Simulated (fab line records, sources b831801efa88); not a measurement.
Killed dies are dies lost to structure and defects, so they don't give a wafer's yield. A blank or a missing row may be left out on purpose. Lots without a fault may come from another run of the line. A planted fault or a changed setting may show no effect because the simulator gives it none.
Chamber matching | flow sky130 | SKY_VIA4_ETCH_12 on rie_diel-04: 4 sister chambers
The step etches SiO2 in C4F8/O2/Ar, stops on TiN, target depth 580 nm. 4 wafers are shown with their chamber, then 9 later ones without.

WAFERS WITH THEIR CHAMBER
wafer  | chamber | oes_product_au (a.u.)
L084.5 | 2       | 0.925
L085.1 | 0       | 0.933
L085.2 | 3       | 0.922
L085.3 | 1       | 0.927

WAFERS WITHOUT THEIR CHAMBER
wafer  | oes_product_au (a.u.)
L092.3 | 0.928
L092.4 | 0.925
L092.5 | 0.922
L093.2 | 0.918
L093.3 | 0.924
L093.4 | 0.930
L094.1 | 0.924
L094.4 | 0.931
L094.6 | 0.931

WHICH CHAMBER EACH WENT THROUGH
wafer  | from the rows above          | in truth
L092.3 | can't be placed: 1 or 2      | 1
L092.4 | can't be placed: 2 or 1 or 3 | 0
L092.5 | can't be placed: 3 or 2      | 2
L093.2 | can't be placed: 3 or 2      | 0
L093.3 | can't be placed: 2 or 3 or 1 | 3
L093.4 | can't be placed: 0 or 1 or 2 | 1
L094.1 | can't be placed: 2 or 3 or 1 | 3
L094.4 | can't be placed: 0 or 1      | 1
L094.6 | can't be placed: 0 or 1      | 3
Placed correctly: 0 of 9. Can't be placed from these rows: 9 (the true chamber is among the candidates in 6). Placed wrongly: 0.
How it was worked out, from the rows above alone: a wafer's distance from a chamber is the root of the sum, over the readings, of the square of ((its reading less the chamber's mean) divided by the reading's scatter). The wafer belongs to the nearest chamber; if the next one is less than 2 further off, it can't be placed. A chamber's mean is the mean of its shown wafers. The scatter: with one shown wafer a chamber, the root of the mean of the squares of how far each hidden wafer lies from its nearest shown one.
